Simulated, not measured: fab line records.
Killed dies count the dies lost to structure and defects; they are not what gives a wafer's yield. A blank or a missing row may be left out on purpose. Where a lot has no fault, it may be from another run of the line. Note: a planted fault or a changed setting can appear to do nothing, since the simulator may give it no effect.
fab line records / flow gf180mcu
[record] lots = 5 wafers = 15 last-day = 34
route steps=602 shown SAB@270 SALICIDE@278
lots that met no fault: from a run of the same line without faults
start-h: hours from the record's first day to the start of the lot's first wafer shown / wait-h: time in hours since the lot's previous step / " as in the row above / L1.1+2: a single row standing in for several wafers / - no value, or no start was given / * or withheld: withheld / < > ~ a bound
route shown NAME@n: names a module that has steps shown in the file, with the first one's number in the route / usual: mean/standard deviation taken from wafers without a fault / same: alike in all rows / chamber/n: place in a boat / sites: per-site readings / _std_site: their standard deviation / _edge_site: outer sites' mean less inner sites' / radius-mm: for every site, how far away it sits from the centre of the wafer / mask NAME#n: copy n / behind: the tool/chamber that last shaped the wafer / hold: why the lot went on hold/how many hours it stayed there/how the hold came to an end / device: names the non-switching transistor (n, p or np) / end of line: at the end of the route, the tests of the same wafers / where a step has no rows: the recipe by itself / killed: not the wafer's yield, but the dies lost to structure and defects at the first sort / map: dies across one wafer; x = killed, . = not, _ = none there
set.NAME: the setting the step ran with; set.NAME@STEP: the setting that earlier step ran with / model.NAME: the simulator's own value behind a step, which no gauge read
lots at some steps of the route; a table a step, a row a wafer
services: a tool's chamber out of use, with start hour (start-h, from the record's first day; less than 0 if before it), hours out, and reason
[[steps]]
[step GF_SAB_EXPOSE_06]
[recipe] mask-id = SAB target-cd-nm = 420 na = 0.6 source-shape = conventional sigma-outer = 0.6 dose-mj = 140
lot.wafer=L076.1+3+6 tool=iline-stepper-01 chamber=0 start-h=- wait-h=- mask=SAB#0
lot.wafer=L077.1+4+5 tool=iline-stepper-02 chamber=0 start-h=- wait-h=- mask=SAB#0
lot.wafer=L082.3+4+5 tool=iline-stepper-01 chamber=0 start-h=- wait-h=- mask=SAB#0
lot.wafer=L086.2+3+5 tool=iline-stepper-02 chamber=0 start-h=- wait-h=- mask=SAB#0
lot.wafer=L095.3+4+5 tool=iline-stepper-01 chamber=0 start-h=- wait-h=- mask=SAB#0
[step GF_SAB_PEB_07]
[recipe] temp-c = withheld time-s = * resist = NOVOLAK
lot.wafer=L076.1+3+6 tool=litho-track-04 chamber=0 start-h=- wait-h=-
lot.wafer=L077.1+4+5 tool=litho-track-03 chamber=0 start-h=- wait-h=-
lot.wafer=L082.3+4+5 tool=litho-track-03 chamber=0 start-h=- wait-h=-
lot.wafer=L086.2+3+5 tool=litho-track-01 chamber=0 start-h=- wait-h=-
lot.wafer=L095.3+4+5 tool=litho-track-01 chamber=0 start-h=- wait-h=-
[step GF_SAB_DEVELOP_08]
[recipe] develop-time-s = 60 dev-temp-c = 23
lot.wafer=L076.1+3+6 tool=litho-track-04 chamber=0 start-h=359.39 wait-h=0.1
lot.wafer=L077.1+4+5 tool=litho-track-03 chamber=0 start-h=364.38 wait-h=0.1
lot.wafer=L082.3+4+5 tool=litho-track-03 chamber=0 start-h=408.73 wait-h=0.1
lot.wafer=L086.2+3+5 tool=litho-track-01 chamber=0 start-h=445.30 wait-h=0.1
lot.wafer=L095.3+4+5 tool=litho-track-01 chamber=0 start-h=521.47 wait-h=0.1
[step GF_SAB_CD_MEAS_09]
[recipe] target-cd-nm = 420
[usual] cd-nm = 419.1/2.2
lot.wafer=L076.1 tool=cd-sem-02 chamber=- start-h=359.54 wait-h=0.1 cd-nm=426.0
lot.wafer=L076.3 tool=cd-sem-02 chamber=- start-h=359.54 wait-h=0.1 cd-nm=422.2
lot.wafer=L076.6 tool=cd-sem-02 chamber=- start-h=359.54 wait-h=0.1 cd-nm=423.0
lot.wafer=L077.1 tool=cd-sem-01 chamber=- start-h=364.53 wait-h=0.1 cd-nm=421.3
lot.wafer=L077.4 tool=cd-sem-01 chamber=- start-h=364.53 wait-h=0.1 cd-nm=419.7
lot.wafer=L077.5 tool=cd-sem-01 chamber=- start-h=364.53 wait-h=0.1 cd-nm=423.5
lot.wafer=L082.3 tool=cd-sem-02 chamber=- start-h=408.87 wait-h=0.1 cd-nm=419.2
lot.wafer=L082.4 tool=cd-sem-02 chamber=- start-h=408.87 wait-h=0.1 cd-nm=418.0
lot.wafer=L082.5 tool=cd-sem-02 chamber=- start-h=408.87 wait-h=0.1 cd-nm=420.1
lot.wafer=L086.2 tool=cd-sem-01 chamber=- start-h=445.44 wait-h=0.1 cd-nm=420.8
lot.wafer=L086.3 tool=cd-sem-01 chamber=- start-h=445.44 wait-h=0.1 cd-nm=418.9
lot.wafer=L086.5 tool=cd-sem-01 chamber=- start-h=445.44 wait-h=0.1 cd-nm=419.3
lot.wafer=L095.3 tool=cd-sem-02 chamber=- start-h=521.61 wait-h=0.1 cd-nm=415.9
lot.wafer=L095.4 tool=cd-sem-02 chamber=- start-h=521.61 wait-h=0.1 cd-nm=418.9
lot.wafer=L095.5 tool=cd-sem-02 chamber=- start-h=521.61 wait-h=0.1 cd-nm=415.7
[step GF_SAB_OVL_MEAS_10]
[usual] SAB_OVL = -0.4/1.1
lot.wafer=L076.1 tool=overlay-02 chamber=- start-h=359.66 wait-h=0.1 SAB_OVL[nm]=-1.8
lot.wafer=L076.3 tool=overlay-02 chamber=- start-h=359.66 wait-h=0.1 SAB_OVL[nm]=-0.1
lot.wafer=L076.6 tool=overlay-02 chamber=- start-h=359.66 wait-h=0.1 SAB_OVL[nm]=-0.3
lot.wafer=L077.1 tool=overlay-02 chamber=- start-h=364.65 wait-h=0.1 SAB_OVL[nm]=1.4
lot.wafer=L077.4 tool=overlay-02 chamber=- start-h=364.65 wait-h=0.1 SAB_OVL[nm]=1.0
lot.wafer=L077.5 tool=overlay-02 chamber=- start-h=364.65 wait-h=0.1 SAB_OVL[nm]=-0.4
lot.wafer=L082.3 tool=overlay-01 chamber=- start-h=408.96 wait-h=0.1 SAB_OVL[nm]=-1.6
lot.wafer=L082.4 tool=overlay-01 chamber=- start-h=408.96 wait-h=0.1 SAB_OVL[nm]=0.6
lot.wafer=L082.5 tool=overlay-01 chamber=- start-h=408.96 wait-h=0.1 SAB_OVL[nm]=-2.2
lot.wafer=L086.2 tool=overlay-02 chamber=- start-h=445.55 wait-h=0.1 SAB_OVL[nm]=-0.9
lot.wafer=L086.3 tool=overlay-02 chamber=- start-h=445.55 wait-h=0.1 SAB_OVL[nm]=-1.2
lot.wafer=L086.5 tool=overlay-02 chamber=- start-h=445.55 wait-h=0.1 SAB_OVL[nm]=-3.0
lot.wafer=L095.3 tool=overlay-02 chamber=- start-h=521.70 wait-h=0.1 SAB_OVL[nm]=-0.6
lot.wafer=L095.4 tool=overlay-02 chamber=- start-h=521.70 wait-h=0.1 SAB_OVL[nm]=-1.0
lot.wafer=L095.5 tool=overlay-02 chamber=- start-h=521.70 wait-h=0.1 SAB_OVL[nm]=1.0
[step GF_SAB_ETCH_11]
[recipe] chemistry = C4F8/O2/Ar mask-material = NOVOLAK target = SiO2 target-depth-nm = 55 source-w = 1500 bias-w = 1200 pressure-mtorr = 40 c4f8-flow-sccm = withheld O2_flow_sccm = 6 Ar_flow_sccm = 300 time-s = 8.5
[usual] oes-product-au = 0.996/0.01
lot.wafer=L076.1 tool=rie-diel-03 chamber=1 start-h=359.70 wait-h=0.0 oes-product-au=0.994 rf-hours-counter-h=44
lot.wafer=L076.3 tool=rie-diel-03 chamber=2 start-h=359.70 wait-h=0.0 oes-product-au=1.002 rf-hours-counter-h=107
lot.wafer=L076.6 tool=rie-diel-03 chamber=2 start-h=359.70 wait-h=0.0 oes-product-au=1.014 rf-hours-counter-h=-
lot.wafer=L077.1 tool=rie-diel-03 chamber=1 start-h=364.68 wait-h=0.0 oes-product-au=1.006 rf-hours-counter-h=44
lot.wafer=L077.4 tool=rie-diel-03 chamber=3 start-h=364.68 wait-h=0.0 oes-product-au=0.986 rf-hours-counter-h=95
lot.wafer=L077.5 tool=rie-diel-03 chamber=1 start-h=364.68 wait-h=0.0 oes-product-au=1.003 rf-hours-counter-h=-
lot.wafer=L082.3 tool=rie-diel-02 chamber=1 start-h=408.98 wait-h=0.0 oes-product-au=1.006 rf-hours-counter-h=13
lot.wafer=L082.4 tool=rie-diel-02 chamber=3 start-h=408.98 wait-h=0.0 oes-product-au=0.978 rf-hours-counter-h=82
lot.wafer=L082.5 tool=rie-diel-02 chamber=3 start-h=408.98 wait-h=0.0 oes-product-au=0.967 rf-hours-counter-h=-
lot.wafer=L086.2 tool=rie-diel-02 chamber=2 start-h=445.58 wait-h=0.0 oes-product-au=0.990 rf-hours-counter-h=92
lot.wafer=L086.3 tool=rie-diel-02 chamber=0 start-h=445.58 wait-h=0.0 oes-product-au=0.997 rf-hours-counter-h=8
lot.wafer=L086.5 tool=rie-diel-02 chamber=1 start-h=445.58 wait-h=0.0 oes-product-au=1.004 rf-hours-counter-h=-
lot.wafer=L095.3 tool=rie-diel-03 chamber=3 start-h=521.73 wait-h=0.0 oes-product-au=0.992 rf-hours-counter-h=0
lot.wafer=L095.4 tool=rie-diel-03 chamber=1 start-h=521.73 wait-h=0.0 oes-product-au=0.995 rf-hours-counter-h=49
lot.wafer=L095.5 tool=rie-diel-03 chamber=3 start-h=521.73 wait-h=0.0 oes-product-au=0.993 rf-hours-counter-h=-
[step GF_SAB_WET_ETCH_12]
[recipe] chemistry = dHF target-depth-nm = 22 dry = n2-spin target = SiO2 temp-c = 25 dilution = 100:1 time-s = 440
lot.wafer=L076.1+3+6 tool=wet-bench-02 chamber=2 start-h=359.72 wait-h=0.0
lot.wafer=L077.1+4+5 tool=wet-bench-02 chamber=1 start-h=364.71 wait-h=0.0
lot.wafer=L082.3+4+5 tool=wet-bench-02 chamber=3 start-h=409.00 wait-h=0.0
lot.wafer=L086.2+3+5 tool=wet-bench-02 chamber=2 start-h=445.60 wait-h=0.0
lot.wafer=L095.3+4+5 tool=wet-bench-02 chamber=3 start-h=521.75 wait-h=0.0
[step GF_SAB_STRIP_13]
[recipe] chemistry = O2/N2 power-w = 1400 pressure-mtorr = 1500 platen-temp-c = 250 o2-flow-sccm = 3000 n2-flow-sccm = 300 overash-fraction = 0.5
[usual] drypump-motor-current-A = 5.7/0.75 heater-power-w = 312/17 oes-product-au = 0.710/0.0042 strip-time-to-endpoint-s = 12.61/0.037
lot.wafer=L076.1 tool=plasma-asher-01 chamber=1 start-h=359.87 wait-h=0.0 drypump-motor-current-A=6.2 heater-power-w=329 oes-product-au=0.713 rf-hours-counter-h=61 strip-time-to-endpoint-s=12.58
lot.wafer=L076.3 tool=plasma-asher-01 chamber=0 start-h=359.87 wait-h=0.0 drypump-motor-current-A=6.1 heater-power-w=293 oes-product-au=0.711 rf-hours-counter-h=- strip-time-to-endpoint-s=12.59
lot.wafer=L076.6 tool=plasma-asher-01 chamber=1 start-h=359.87 wait-h=0.0 drypump-motor-current-A=6.1 heater-power-w=327 oes-product-au=0.715 rf-hours-counter-h=- strip-time-to-endpoint-s=12.56
lot.wafer=L077.1 tool=plasma-asher-02 chamber=0 start-h=364.85 wait-h=0.0 drypump-motor-current-A=5.1 heater-power-w=286 oes-product-au=0.710 rf-hours-counter-h=27 strip-time-to-endpoint-s=12.61
lot.wafer=L077.4 tool=plasma-asher-02 chamber=0 start-h=364.85 wait-h=0.0 drypump-motor-current-A=5.1 heater-power-w=295 oes-product-au=0.706 rf-hours-counter-h=- strip-time-to-endpoint-s=12.59
lot.wafer=L077.5 tool=plasma-asher-02 chamber=1 start-h=364.85 wait-h=0.0 drypump-motor-current-A=5.3 heater-power-w=304 oes-product-au=0.715 rf-hours-counter-h=- strip-time-to-endpoint-s=12.63
lot.wafer=L082.3 tool=plasma-asher-02 chamber=0 start-h=409.17 wait-h=0.0 drypump-motor-current-A=5.1 heater-power-w=295 oes-product-au=0.713 rf-hours-counter-h=- strip-time-to-endpoint-s=12.67
lot.wafer=L082.4 tool=plasma-asher-02 chamber=1 start-h=409.17 wait-h=0.0 drypump-motor-current-A=5.3 heater-power-w=298 oes-product-au=0.708 rf-hours-counter-h=- strip-time-to-endpoint-s=12.66
lot.wafer=L082.5 tool=plasma-asher-02 chamber=0 start-h=409.17 wait-h=0.0 drypump-motor-current-A=5.1 heater-power-w=290 oes-product-au=0.712 rf-hours-counter-h=- strip-time-to-endpoint-s=12.68
lot.wafer=L086.2 tool=plasma-asher-03 chamber=1 start-h=445.73 wait-h=0.0 drypump-motor-current-A=5.0 heater-power-w=309 oes-product-au=0.715 rf-hours-counter-h=79 strip-time-to-endpoint-s=12.60
lot.wafer=L086.3 tool=plasma-asher-03 chamber=0 start-h=445.73 wait-h=0.0 drypump-motor-current-A=6.8 heater-power-w=331 oes-product-au=0.709 rf-hours-counter-h=- strip-time-to-endpoint-s=12.58
lot.wafer=L086.5 tool=plasma-asher-03 chamber=0 start-h=445.73 wait-h=0.0 drypump-motor-current-A=6.8 heater-power-w=334 oes-product-au=0.710 rf-hours-counter-h=- strip-time-to-endpoint-s=12.59
lot.wafer=L095.3 tool=plasma-asher-02 chamber=0 start-h=521.91 wait-h=0.0 drypump-motor-current-A=5.1 heater-power-w=290 oes-product-au=0.708 rf-hours-counter-h=- strip-time-to-endpoint-s=12.59
lot.wafer=L095.4 tool=plasma-asher-02 chamber=1 start-h=521.91 wait-h=0.0 drypump-motor-current-A=5.3 heater-power-w=309 oes-product-au=0.711 rf-hours-counter-h=- strip-time-to-endpoint-s=12.56
lot.wafer=L095.5 tool=plasma-asher-02 chamber=0 start-h=521.91 wait-h=0.0 drypump-motor-current-A=5.1 heater-power-w=289 oes-product-au=0.712 rf-hours-counter-h=- strip-time-to-endpoint-s=12.57
[step GF_SALICIDE_CLEAN_00]
[recipe] chemistry = SC1/SC2 mix = 1:4:20 temp-c = 70 time-s = 150
lot.wafer=L076.1+3+6 tool=wet-bench-04 chamber=2 start-h=359.97 wait-h=0.1
lot.wafer=L077.1+4+5 tool=wet-bench-02 chamber=0 start-h=364.95 wait-h=0.1
lot.wafer=L082.3+4+5 tool=wet-bench-04 chamber=3 start-h=409.24 wait-h=0.0
lot.wafer=L086.2+3+5 tool=wet-bench-03 chamber=2 start-h=445.83 wait-h=0.1
lot.wafer=L095.3+4+5 tool=wet-bench-04 chamber=3 start-h=521.98 wait-h=0.0
[step GF_SALICIDE_WET_ETCH_01]
[recipe] chemistry = dHF target-depth-nm = 5 dry = ipa-marangoni target = SiO2 temp-c = 25 dilution = 100:1 time-s = 100
lot.wafer=L076.1+3+6 tool=wet-bench-03 chamber=3 start-h=360.02 wait-h=0.0
lot.wafer=L077.1+4+5 tool=wet-bench-03 chamber=3 start-h=365.00 wait-h=0.0
lot.wafer=L082.3+4+5 tool=wet-bench-03 chamber=0 start-h=409.29 wait-h=0.0
lot.wafer=L086.2+3+5 tool=wet-bench-02 chamber=1 start-h=445.88 wait-h=0.0
lot.wafer=L095.3+4+5 tool=wet-bench-02 chamber=3 start-h=522.03 wait-h=0.0
[step GF_SALICIDE_SPUTTER_02]
[recipe] material = Co target-thk-nm = 10 power-w = 1000 time-s = 20 chamber-pressure-pa = 0.4
[usual] throttle-valve-pct = 30.6/1.1
lot.wafer=L076.1 tool=pvd-sputter-02 chamber=- start-h=360.06 wait-h=0.0 throttle-valve-pct=32.1
lot.wafer=L076.3 tool=pvd-sputter-02 chamber=- start-h=360.06 wait-h=0.0 throttle-valve-pct=31.0
lot.wafer=L076.6 tool=pvd-sputter-02 chamber=- start-h=360.06 wait-h=0.0 throttle-valve-pct=31.1
lot.wafer=L077.1 tool=pvd-sputter-03 chamber=- start-h=365.04 wait-h=0.0 throttle-valve-pct=30.7
lot.wafer=L077.4 tool=pvd-sputter-03 chamber=- start-h=365.04 wait-h=0.0 throttle-valve-pct=29.9
lot.wafer=L077.5 tool=pvd-sputter-03 chamber=- start-h=365.04 wait-h=0.0 throttle-valve-pct=30.7
lot.wafer=L082.3 tool=pvd-sputter-03 chamber=- start-h=409.33 wait-h=0.0 throttle-valve-pct=30.1
lot.wafer=L082.4 tool=pvd-sputter-03 chamber=- start-h=409.33 wait-h=0.0 throttle-valve-pct=29.7
lot.wafer=L082.5 tool=pvd-sputter-03 chamber=- start-h=409.33 wait-h=0.0 throttle-valve-pct=29.9
lot.wafer=L086.2 tool=pvd-sputter-04 chamber=- start-h=445.91 wait-h=0.0 throttle-valve-pct=30.3
lot.wafer=L086.3 tool=pvd-sputter-04 chamber=- start-h=445.91 wait-h=0.0 throttle-valve-pct=31.1
lot.wafer=L086.5 tool=pvd-sputter-04 chamber=- start-h=445.91 wait-h=0.0 throttle-valve-pct=32.0
lot.wafer=L095.3 tool=pvd-sputter-02 chamber=- start-h=522.07 wait-h=0.0 throttle-valve-pct=31.1
lot.wafer=L095.4 tool=pvd-sputter-02 chamber=- start-h=522.07 wait-h=0.0 throttle-valve-pct=30.7
lot.wafer=L095.5 tool=pvd-sputter-02 chamber=- start-h=522.07 wait-h=0.0 throttle-valve-pct=29.0
[step GF_SALICIDE_SPUTTER_03]
[recipe] material = TiN target-thk-nm = 20 power-w = 6500 time-s = 16.7 chamber-pressure-pa = 0.4
[usual] throttle-valve-pct = 30.6/1.1
lot.wafer=L076.1 tool=pvd-sputter-02 chamber=- start-h=360.09 wait-h=0.0 throttle-valve-pct=32.1
lot.wafer=L076.3 tool=pvd-sputter-02 chamber=- start-h=360.09 wait-h=0.0 throttle-valve-pct=30.8
lot.wafer=L076.6 tool=pvd-sputter-02 chamber=- start-h=360.09 wait-h=0.0 throttle-valve-pct=31.3
lot.wafer=L077.1 tool=pvd-sputter-03 chamber=- start-h=365.07 wait-h=0.0 throttle-valve-pct=30.5
lot.wafer=L077.4 tool=pvd-sputter-03 chamber=- start-h=365.07 wait-h=0.0 throttle-valve-pct=30.1
lot.wafer=L077.5 tool=pvd-sputter-03 chamber=- start-h=365.07 wait-h=0.0 throttle-valve-pct=30.9
lot.wafer=L082.3 tool=pvd-sputter-03 chamber=- start-h=409.36 wait-h=0.0 throttle-valve-pct=30.4
lot.wafer=L082.4 tool=pvd-sputter-03 chamber=- start-h=409.36 wait-h=0.0 throttle-valve-pct=29.9
lot.wafer=L082.5 tool=pvd-sputter-03 chamber=- start-h=409.36 wait-h=0.0 throttle-valve-pct=29.9
lot.wafer=L086.2 tool=pvd-sputter-04 chamber=- start-h=445.94 wait-h=0.0 throttle-valve-pct=30.3
lot.wafer=L086.3 tool=pvd-sputter-04 chamber=- start-h=445.94 wait-h=0.0 throttle-valve-pct=30.9
lot.wafer=L086.5 tool=pvd-sputter-04 chamber=- start-h=445.94 wait-h=0.0 throttle-valve-pct=32.1
lot.wafer=L095.3 tool=pvd-sputter-02 chamber=- start-h=522.10 wait-h=0.0 throttle-valve-pct=31.3
lot.wafer=L095.4 tool=pvd-sputter-02 chamber=- start-h=522.10 wait-h=0.0 throttle-valve-pct=30.6
lot.wafer=L095.5 tool=pvd-sputter-02 chamber=- start-h=522.10 wait-h=0.0 throttle-valve-pct=28.8
[step GF_SALICIDE_RS_MEAS_04]
[recipe] thk-meas-gauge = four-point-probe reads = TiN_of_SALICIDE_SPUTTER_03+Co_of_SALICIDE_SPUTTER_02
[usual] SALICIDE_TIN_RS = 16.5/0.38
lot.wafer=L076.1 tool=film-metro-04 chamber=- start-h=360.11 wait-h=0.0 SALICIDE_TIN_RS[ohm/sq]=16.7
lot.wafer=L076.3 tool=film-metro-04 chamber=- start-h=360.11 wait-h=0.0 SALICIDE_TIN_RS[ohm/sq]=16.7
lot.wafer=L076.6 tool=film-metro-04 chamber=- start-h=360.11 wait-h=0.0 SALICIDE_TIN_RS[ohm/sq]=16.6
lot.wafer=L077.1 tool=film-metro-04 chamber=- start-h=365.09 wait-h=0.0 SALICIDE_TIN_RS[ohm/sq]=16.1
lot.wafer=L077.4 tool=film-metro-04 chamber=- start-h=365.09 wait-h=0.0 SALICIDE_TIN_RS[ohm/sq]=16.4
lot.wafer=L077.5 tool=film-metro-04 chamber=- start-h=365.09 wait-h=0.0 SALICIDE_TIN_RS[ohm/sq]=15.8
lot.wafer=L082.3 tool=film-metro-03 chamber=- start-h=409.42 wait-h=0.1 SALICIDE_TIN_RS[ohm/sq]=16.2
lot.wafer=L082.4 tool=film-metro-03 chamber=- start-h=409.42 wait-h=0.1 SALICIDE_TIN_RS[ohm/sq]=16.2
lot.wafer=L082.5 tool=film-metro-03 chamber=- start-h=409.42 wait-h=0.1 SALICIDE_TIN_RS[ohm/sq]=16.3
lot.wafer=L086.2 tool=film-metro-04 chamber=- start-h=445.99 wait-h=0.0 SALICIDE_TIN_RS[ohm/sq]=16.5
lot.wafer=L086.3 tool=film-metro-04 chamber=- start-h=445.99 wait-h=0.0 SALICIDE_TIN_RS[ohm/sq]=16.5
lot.wafer=L086.5 tool=film-metro-04 chamber=- start-h=445.99 wait-h=0.0 SALICIDE_TIN_RS[ohm/sq]=16.6
lot.wafer=L095.3 tool=film-metro-03 chamber=- start-h=522.16 wait-h=0.1 SALICIDE_TIN_RS[ohm/sq]=17.3
lot.wafer=L095.4 tool=film-metro-03 chamber=- start-h=522.16 wait-h=0.1 SALICIDE_TIN_RS[ohm/sq]=17.2
lot.wafer=L095.5 tool=film-metro-03 chamber=- start-h=522.16 wait-h=0.1 SALICIDE_TIN_RS[ohm/sq]=17.2
[step GF_SALICIDE_THK_MEAS_05]
[recipe] thk-meas-gauge = xrf reads = TiN_of_SALICIDE_SPUTTER_03
[usual] SALICIDE_TIN_THK = 19.71/0.25
lot.wafer=L076.1 tool=film-metro-04 chamber=- start-h=360.23 wait-h=0.1 SALICIDE_TIN_THK[nm]=19.75
lot.wafer=L076.3 tool=film-metro-04 chamber=- start-h=360.23 wait-h=0.1 SALICIDE_TIN_THK[nm]=19.60
lot.wafer=L076.6 tool=film-metro-04 chamber=- start-h=360.23 wait-h=0.1 SALICIDE_TIN_THK[nm]=19.52
lot.wafer=L077.1 tool=film-metro-04 chamber=- start-h=365.21 wait-h=0.1 SALICIDE_TIN_THK[nm]=19.71
lot.wafer=L077.4 tool=film-metro-04 chamber=- start-h=365.21 wait-h=0.1 SALICIDE_TIN_THK[nm]=19.76
lot.wafer=L077.5 tool=film-metro-04 chamber=- start-h=365.21 wait-h=0.1 SALICIDE_TIN_THK[nm]=19.76
lot.wafer=L082.3 tool=film-metro-03 chamber=- start-h=409.52 wait-h=0.1 SALICIDE_TIN_THK[nm]=19.40
lot.wafer=L082.4 tool=film-metro-03 chamber=- start-h=409.52 wait-h=0.1 SALICIDE_TIN_THK[nm]=19.41
lot.wafer=L082.5 tool=film-metro-03 chamber=- start-h=409.52 wait-h=0.1 SALICIDE_TIN_THK[nm]=19.46
lot.wafer=L086.2 tool=film-metro-04 chamber=- start-h=446.10 wait-h=0.1 SALICIDE_TIN_THK[nm]=19.85
lot.wafer=L086.3 tool=film-metro-04 chamber=- start-h=446.10 wait-h=0.1 SALICIDE_TIN_THK[nm]=19.98
lot.wafer=L086.5 tool=film-metro-04 chamber=- start-h=446.10 wait-h=0.1 SALICIDE_TIN_THK[nm]=20.11
lot.wafer=L095.3 tool=film-metro-03 chamber=- start-h=522.26 wait-h=0.1 SALICIDE_TIN_THK[nm]=19.39
lot.wafer=L095.4 tool=film-metro-03 chamber=- start-h=522.26 wait-h=0.1 SALICIDE_TIN_THK[nm]=19.53
lot.wafer=L095.5 tool=film-metro-03 chamber=- start-h=522.26 wait-h=0.1 SALICIDE_TIN_THK[nm]=19.29
[step GF_SALICIDE_RTA_06]
[recipe] temp-c = 530 time-s = 30 ambient = N2
[usual] lamp-power-pct = 6.3/0.76 wafer_temp_C_max = 531.8/0.45
lot.wafer=L076.1 tool=rtp-anneal-02 chamber=0 start-h=360.29 wait-h=0.1 lamp-power-pct=5.9 wafer_temp_C_max=532.2
lot.wafer=L076.3 tool=rtp-anneal-02 chamber=0 start-h=360.29 wait-h=0.1 lamp-power-pct=5.9 wafer_temp_C_max=531.7
lot.wafer=L076.6 tool=rtp-anneal-02 chamber=0 start-h=360.29 wait-h=0.1 lamp-power-pct=5.9 wafer_temp_C_max=531.2
lot.wafer=L077.1 tool=rtp-anneal-01 chamber=0 start-h=365.27 wait-h=0.1 lamp-power-pct=7.6 wafer_temp_C_max=532.1
lot.wafer=L077.4 tool=rtp-anneal-01 chamber=0 start-h=365.27 wait-h=0.1 lamp-power-pct=7.6 wafer_temp_C_max=533.3
lot.wafer=L077.5 tool=rtp-anneal-01 chamber=0 start-h=365.27 wait-h=0.1 lamp-power-pct=7.6 wafer_temp_C_max=532.4
lot.wafer=L082.3 tool=rtp-anneal-02 chamber=0 start-h=409.60 wait-h=0.1 lamp-power-pct=5.9 wafer_temp_C_max=531.0
lot.wafer=L082.4 tool=rtp-anneal-02 chamber=0 start-h=409.60 wait-h=0.1 lamp-power-pct=5.9 wafer_temp_C_max=531.5
lot.wafer=L082.5 tool=rtp-anneal-02 chamber=0 start-h=409.60 wait-h=0.1 lamp-power-pct=5.9 wafer_temp_C_max=532.1
lot.wafer=L086.2 tool=rtp-anneal-02 chamber=0 start-h=446.16 wait-h=0.1 lamp-power-pct=5.9 wafer_temp_C_max=532.0
lot.wafer=L086.3 tool=rtp-anneal-02 chamber=0 start-h=446.16 wait-h=0.1 lamp-power-pct=5.9 wafer_temp_C_max=531.7
lot.wafer=L086.5 tool=rtp-anneal-02 chamber=0 start-h=446.16 wait-h=0.1 lamp-power-pct=5.9 wafer_temp_C_max=531.3
lot.wafer=L095.3 tool=rtp-anneal-02 chamber=0 start-h=522.34 wait-h=0.1 lamp-power-pct=5.9 wafer_temp_C_max=531.1
lot.wafer=L095.4 tool=rtp-anneal-02 chamber=0 start-h=522.34 wait-h=0.1 lamp-power-pct=5.9 wafer_temp_C_max=531.2
lot.wafer=L095.5 tool=rtp-anneal-02 chamber=0 start-h=522.34 wait-h=0.1 lamp-power-pct=5.9 wafer_temp_C_max=531.4
[step GF_SALICIDE_WET_ETCH_07]
[recipe] chemistry = SPM target-depth-nm = 120 dry = n2-spin
lot.wafer=L076.1+3+6 tool=wet-bench-03 chamber=3 start-h=360.39 wait-h=0.1
lot.wafer=L077.1+4+5 tool=wet-bench-03 chamber=3 start-h=365.37 wait-h=0.1
lot.wafer=L082.3+4+5 tool=wet-bench-03 chamber=2 start-h=409.66 wait-h=0.1
lot.wafer=L086.2+3+5 tool=wet-bench-02 chamber=1 start-h=446.25 wait-h=0.1
lot.wafer=L095.3+4+5 tool=wet-bench-04 chamber=0 start-h=522.40 wait-h=0.1
[[services]]
tool=iline-stepper-02 chamber=- start-h=325.00 hours=2.4 kind=repair
tool=rie-diel-02 chamber=2 start-h=334.26 hours=6.0 kind=repair
tool=plasma-asher-03 chamber=- start-h=364.73 hours=4.5 kind=repair
tool=plasma-asher-01 chamber=- start-h=376.44 hours=4.4 kind=repair
tool=wet-bench-04 chamber=- start-h=379.49 hours=4.0 kind=repair
tool=wet-bench-02 chamber=- start-h=382.27 hours=4.4 kind=pm
tool=pvd-sputter-03 chamber=- start-h=396.68 hours=3.9 kind=repair
tool=wet-bench-04 chamber=- start-h=404.71 hours=1.1 kind=repair
tool=plasma-asher-01 chamber=- start-h=407.07 hours=2.4 kind=repair
tool=iline-stepper-01 chamber=0 start-h=410.51 hours=- kind=calibration
tool=iline-stepper-02 chamber=- start-h=415.22 hours=1.7 kind=pm
tool=rie-diel-02 chamber=- start-h=424.41 hours=15.6 kind=pm
tool=rie-diel-03 chamber=2 start-h=438.78 hours=2.7 kind=repair
tool=rie-diel-03 chamber=2 start-h=441.52 hours=- kind=clean
tool=plasma-asher-03 chamber=- start-h=448.38 hours=5.6 kind=repair
tool=pvd-sputter-02 chamber=- start-h=459.01 hours=8.3 kind=repair
tool=pvd-sputter-02 chamber=0 start-h=467.87 hours=- kind=consumable-replace:kit
tool=pvd-sputter-02 chamber=0 start-h=467.87 hours=18.0 kind=scheduled-down
tool=pvd-sputter-02 chamber=0 start-h=467.87 hours=18.0 kind=vent-cycle
tool=rie-diel-03 chamber=1 start-h=490.41 hours=8.9 kind=repair
tool=rie-diel-02 chamber=1 start-h=493.25 hours=10.6 kind=repair
tool=plasma-asher-01 chamber=- start-h=498.48 hours=28.1 kind=pm
tool=pvd-sputter-03 chamber=- start-h=512.91 hours=1.0 kind=repair
tool=iline-stepper-01 chamber=- start-h=521.14 hours=1.7 kind=pm
[[key]]
fault none
